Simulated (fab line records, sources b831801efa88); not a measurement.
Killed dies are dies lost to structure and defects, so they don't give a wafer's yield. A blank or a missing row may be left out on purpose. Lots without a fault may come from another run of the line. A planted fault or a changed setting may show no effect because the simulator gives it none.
fab line records | flow gf180mcu
record lots=14 wafers=42 last_day=34
route steps=602 shown M3@424 V3@454
lots that met no fault: from a run of the same line without faults
start_h: hours from the record's first day to the start of the lot's first wafer shown | wait_h: hours since the lot's step before | " the same as in the row above | L1.1+2: a row that stands for several wafers | - no value, or no start given | * or withheld: withheld | < > ~ a bound
route shown NAME@n: a module of which the file shows steps, and the number in the route of the first | usual: mean/standard deviation of fault-free wafers | same: alike in all rows | chamber/n: place in a boat | sites: the reading at each site | _std_site: their standard deviation | _edge_site: outer sites' mean less inner sites' | radius_mm: how far each site lies from the wafer's centre | mask NAME#n: copy n | behind: the tool/chamber that last shaped the wafer | hold: why the lot was held/for how many hours/how that ended | device: the transistor (n, p or np) that didn't switch | end of line: the same wafers' tests at the end of the route | a step without rows: its recipe alone | killed: dies lost to structure and defects at the first sort, not the wafer's yield | map: a wafer's dies, x killed, . not, _ none there
set.NAME: the setting as run; set.NAME@STEP: as run at that earlier step | model.NAME: the simulator's own value behind a step, which no gauge read
steps of the route over a sample of lots; a table a step, a row a wafer
services: from which hour (start_h, from the record's first day; less than 0 if before it) a tool's chamber was out of use, for how many hours, and why
## steps
# step GF_M3_OVL_MEAS_15
# usual M3_OVL=1/4.4
# columns lot.wafer tool chamber start_h wait_h M3_OVL[nm]
L623.2 overlay-02 - 491.98 0.1 2
L623.3 " - " " 0
L623.5 " - " " 4
L624.2 overlay-01 - 506.08 0.1 6
L624.4 " - " " 8
L624.5 " - " " 0
L628.2 overlay-02 - 534.28 0.1 3
L628.3 " - " " -4
L628.6 " - " " 7
L634.2 overlay-01 - 600.23 0.1 -9
L634.3 " - " " -3
L634.5 " - " " -4
L635.1 overlay-01 - 606.03 0.1 5
L635.3 " - " " 2
L635.4 " - " " 4
L636.2 overlay-01 - 619.68 0.1 3
L636.5 " - " " 6
L636.6 " - " " 4
L638.2 overlay-02 - 625.58 0.1 0
L638.4 " - " " 4
L638.6 " - " " 4
L637.2 overlay-02 - 625.93 0.1 -1
L637.3 " - " " -3
L637.6 " - " " -3
L639.2 overlay-01 - 627.88 0.1 -3
L639.3 " - " " -1
L639.4 " - " " 4
L641.2 overlay-01 - 645.27 0.1 7
L641.3 " - " " 4
L641.5 " - " " 7
L640.1 overlay-01 - 646.38 0.1 -3
L640.2 " - " " -2
L640.4 " - " " -5
L644.2 overlay-01 - 665.52 0.1 6
L644.4 " - " " 5
L644.6 " - " " 13
L645.3 overlay-02 - 671.43 0.1 3
L645.4 " - " " -3
L645.5 " - " " 2
L646.1 overlay-02 - 675.93 0.1 -3
L646.4 " - " " 5
L646.5 " - " " 2
# step GF_M3_METAL_ETCH_16
# recipe chemistry=Cl2/BCl3 mask_material=KrF target_depth_nm=627.5 stop_on=SiO2 pressure_mtorr=8 icp_w=800 bias_w=140 Cl2_flow_sccm=80 bcl3_flow_sccm=40 time_s=104.6
# usual drypump_motor_current_A=5.8/0.43 he_backside_leak_sccm=3.3/0.34 oes_product_au=0.972/0.0063 rf_fwd_power_W=796.4/2.6 throttle_valve_pct=28.250/0.01
# columns lot.wafer tool chamber start_h wait_h drypump_motor_current_A he_backside_leak_sccm oes_product_au rf_fwd_power_W rf_hours_counter_h throttle_valve_pct
L623.2 rie_metal-01 1 492.01 0.0 6.0 3.6 0.968 794.6 8 28.268
L623.3 " 1 " " 6.0 3.1 0.981 793.0 - 28.256
L623.5 " 0 " " 5.0 3.4 0.976 795.0 - 28.236
L624.2 rie_metal-03 0 506.11 0.0 6.3 3.5 0.976 797.4 1 28.244
L624.4 " 0 " " 6.3 3.2 0.966 799.7 - 28.236
L624.5 " 0 " " 6.3 3.3 0.977 797.2 - 28.241
L628.2 rie_metal-01 1 534.31 0.0 6.0 3.3 0.977 793.2 9 28.252
L628.3 " 0 " " 5.0 3.4 0.977 796.4 - 28.234
L628.6 " 1 " " 6.1 3.3 0.972 794.0 - 28.279
L634.2 rie_metal-01 1 600.26 0.0 6.0 3.3 0.979 797.3 10 28.244
L634.3 " 1 " " 6.0 3.3 0.983 800.7 - 28.249
L634.5 " 1 " " 6.1 3.1 0.981 796.6 - 28.239
L635.1 rie_metal-01 0 606.06 0.0 5.0 3.5 0.988 789.7 13 28.248
L635.3 " 1 " " 6.0 3.0 0.977 798.7 - 28.245
L635.4 " 0 " " 5.0 3.6 0.968 793.6 - 28.250
L636.2 rie_metal-01 1 619.74 0.1 6.0 3.3 0.961 791.0 - 28.246
L636.5 " 1 " " 6.0 3.3 0.964 793.0 - 28.274
L636.6 " 1 " " 6.0 3.0 0.964 794.1 - 28.244
L638.2 rie_metal-01 1 625.64 0.1 6.0 3.0 0.971 790.7 - 28.265
L638.4 " 1 " " 6.0 3.1 0.975 795.2 - 28.254
L638.6 " 1 " " 6.0 3.4 0.969 795.8 - 28.254
L637.2 rie_metal-02 1 625.96 0.0 5.9 3.5 0.965 799.7 0 28.263
L637.3 " 0 " " 6.0 3.4 0.971 797.6 - 28.263
L637.6 " 1 " " 5.9 3.5 0.965 796.2 - 28.239
L639.2 rie_metal-01 1 627.95 0.1 6.0 2.9 0.965 795.8 - 28.251
L639.3 " 1 " " 6.0 2.9 0.977 792.8 - 28.236
L639.4 " 1 " " 6.0 3.2 0.975 797.7 - 28.249
L641.2 rie_metal-02 0 645.30 0.0 6.0 3.4 0.974 794.8 10 28.246
L641.3 " 1 " " 5.9 3.7 0.979 799.1 - 28.237
L641.5 " 0 " " 6.0 3.3 0.982 798.4 - 28.238
L640.1 rie_metal-01 0 646.41 0.0 5.0 3.5 0.965 794.1 0 28.247
L640.2 " 1 " " 6.1 3.4 0.966 799.0 13 28.276
L640.4 " 1 " " 6.1 3.4 0.976 795.4 - 28.265
L644.2 rie_metal-01 0 665.55 0.0 5.0 3.5 0.979 799.3 1 28.236
L644.4 " 0 " " 5.0 3.6 0.967 799.6 - 28.245
L644.6 " 0 " " 5.0 3.5 0.975 801.3 - 28.249
L645.3 rie_metal-03 1 671.49 0.1 5.6 3.0 0.975 790.8 - 28.264
L645.4 " 0 " " 6.3 3.3 0.975 798.6 - 28.248
L645.5 " 1 " " 5.5 3.0 0.969 789.0 - 28.248
L646.1 rie_metal-03 0 675.96 0.0 6.3 3.4 0.970 797.3 6 28.259
L646.4 " 0 " " 6.3 3.3 0.968 793.4 - 28.256
L646.5 " 0 " " 6.3 3.3 0.974 798.3 - 28.256
# step GF_V3_THK_MEAS_25
# recipe thk_meas_gauge=xrf reads=W_of_V3_CVD_23
# usual V3_W_THK=349/5.4
# columns lot.wafer tool chamber start_h wait_h V3_W_THK[nm]
L623.2 film_metro-02 - 517.90 0.1 351
L623.3 " - " " 355
L623.5 " - " " 346
L624.2 film_metro-02 - 531.59 0.1 346
L624.4 " - " " 345
L624.5 " - " " 344
L628.2 film_metro-04 - 558.91 0.1 354
L628.3 " - " " 353
L628.6 " - " " 352
L634.2 film_metro-02 - 624.17 0.1 355
L634.3 " - " " 354
L634.5 " - " " 346
L635.1 film_metro-02 - 628.99 0.1 345
L635.3 " - " " 344
L635.4 " - " " 354
L636.2 film_metro-02 - 642.79 0.1 341
L636.5 " - " " 344
L636.6 " - " " 341
L638.2 film_metro-03 - 648.46 0.1 352
L638.4 " - " " 356
L638.6 " - " " 355
L637.2 film_metro-04 - 649.02 0.1 353
L637.3 " - " " 352
L637.6 " - " " 351
L639.2 film_metro-02 - 650.38 0.1 349
L639.3 " - " " 354
L639.4 " - " " 344
L641.2 film_metro-03 - 667.44 0.1 349
L641.3 " - " " 346
L641.5 " - " " 343
L640.1 film_metro-03 - 668.69 0.1 338
L640.2 " - " " 345
L640.4 " - " " 344
L644.2 film_metro-04 - 687.15 0.1 362
L644.4 " - " " 361
L644.6 " - " " 356
L645.3 film_metro-04 - 693.56 0.1 354
L645.4 " - " " 355
L645.5 " - " " 358
L646.1 film_metro-03 - 697.37 0.1 344
L646.4 " - " " 341
L646.5 " - " " 346
# step GF_V3_CMP_26
# recipe stop_on=SiO2 down_force_psi=3.5 platen_rpm=60 t_overpolish_s=15 target_thk_nm=0 pad_velocity_m_s=0.94248
# usual motor_current_A=10.8/0.95 overpolish_run_s=15.000/0.0082 retaining_ring_pressure_frac=1.000/0.0048 time_to_endpoint_s=83/3.5
# columns lot.wafer tool chamber start_h wait_h motor_current_A overpolish_run_s retaining_ring_pressure_frac time_to_endpoint_s
L623.3 cmp-01 2 518.00 0.1 12.9 14.993 0.994 83
L623.2 " 0 " " 9.5 14.992 1.006 85
L623.5 " 2 " " 13.0 14.992 0.987 82
L624.4 cmp-01 3 531.64 0.0 10.7 15.006 1.002 82
L624.2 " 2 " " 12.9 14.997 1.002 80
L624.5 " 0 " " 9.5 15.000 0.999 82
L628.2 cmp-02 0 559.01 0.1 10.1 15.000 1.007 86
L628.3 " 2 " " 10.0 14.983 0.992 85
L628.6 " 0 " " 9.6 14.998 1.009 85
L634.2 cmp-02 0 624.32 0.1 10.3 0.040 1.003 131
L634.3 " 1 " " 10.6 15.004 1.002 86
L634.5 " 2 " " 10.3 15.002 0.996 88
L635.3 cmp-02 2 629.05 0.0 10.1 15.011 0.992 86
L635.4 " 3 " " 10.4 15.010 0.998 84
L635.1 " 0 " " 10.2 0.044 0.995 127
L636.2 cmp-01 3 642.89 0.1 10.1 15.010 1.004 81
L636.5 " 2 " " 12.4 15.006 1.006 78
L636.6 " 3 " " 10.3 15.000 1.003 77
L638.4 cmp-01 1 648.51 0.0 10.4 15.011 0.994 80
L638.2 " 2 " " 12.7 15.011 1.004 75
L638.6 " 2 " " 13.0 14.996 0.989 80
L637.2 cmp-01 1 649.17 0.1 10.8 15.008 1.005 80
L637.3 " 2 " " 12.8 14.999 1.008 77
L637.6 " 3 " " 10.4 15.003 1.004 75
L639.2 cmp-01 3 650.43 0.0 10.1 14.998 0.994 80
L639.3 " 0 " " 10.2 14.995 1.001 83
L639.4 " 1 " " 10.4 15.009 1.001 79
L641.2 cmp-01 1 667.59 0.1 10.6 14.991 0.994 78
L641.3 " 2 " " 13.0 15.003 0.994 77
L641.5 " 3 " " 10.5 14.990 1.007 77
L640.2 cmp-01 0 668.75 0.0 9.5 15.007 0.992 80
L640.1 " 2 " " 12.9 15.004 1.005 78
L640.4 " 3 " " 10.3 14.997 1.002 77
L644.2 cmp-01 1 687.25 0.1 10.7 14.999 1.000 83
L644.4 " 2 " " 12.3 15.005 0.999 78
L644.6 " 1 " " 11.0 15.000 1.000 80
L645.4 cmp-01 2 694.21 0.6 12.2 14.997 1.007 81
L645.3 " 3 " " 10.4 14.989 1.001 82
L645.5 " 2 " " 12.9 14.997 1.002 82
L646.4 cmp-01 1 697.43 0.0 10.7 15.006 0.997 81
L646.1 " 3 " " 10.1 14.985 0.993 78
L646.5 " 2 " " 13.0 15.005 0.994 77
## services
# columns tool chamber start_h hours kind
cmp-02 - 476.17 4.2 pm
cmp-01 - 487.98 3.7 pm
cmp-01 - 492.55 3.7 repair
cmp-01 - 505.17 1.8 repair
cmp-01 - 568.48 1.1 repair
cmp-01 - 572.00 4.0 pm
cmp-01 - 576.00 - consumable_replace:conditioner
cmp-01 - 576.00 - consumable_replace:pad
rie_metal-03 - 577.01 0.1 repair
cmp-02 - 606.74 4.2 repair
cmp-01 - 608.89 0.6 repair
rie_metal-01 0 614.27 - clean
rie_metal-01 0 614.27 17.2 scheduled_down
rie_metal-01 0 614.27 17.2 vent_cycle
cmp-02 - 625.74 1.2 repair
cmp-02 - 653.98 0.7 repair
rie_metal-01 - 655.80 1.4 pm
cmp-01 - 673.59 3.1 repair
cmp-02 - 678.44 1.3 repair
cmp-02 - 686.00 21.7 repair
rie_metal-01 1 695.52 1.8 repair
rie_metal-01 1 697.34 - clean
rie_metal-01 1 697.34 42.8 scheduled_down
rie_metal-01 1 697.34 42.8 vent_cycle
## key
first_sign step=GF_V3_CMP_26 reading=overpolish_run_s direction=down sigmas=99+ usual=15.000 struck=0.042
effect step=GF_V3_CMP_26 reading=time_to_endpoint_s direction=up sigmas=13 usual=* struck=*
met_at GF_V3_CMP_26
struck_lots L634,L635
struck_wafers L634.2,L635.1
later_rows_left_out L634.2,L635.1
sort_left_out L634.2,L635.1
not_acting_at GF_M3_OVL_MEAS_15,GF_M3_METAL_ETCH_16,GF_V3_THK_MEAS_25
onset_between 559.01 624.32
fault kind=process_parameter_drift tool=cmp-02 chamber=0 onset_h=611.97 steps=GF_V3_CMP_26 channel=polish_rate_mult offset=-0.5 shape=step end_h=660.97
# sort_left_out: the simulated sort isn't trusted on such a fault, so these wafers' sort isn't shown, and their yield isn't known
# later_rows_left_out: the simulator's readings of these wafers behind a module that went badly wrong aren't trusted and aren't shown, but for the sort
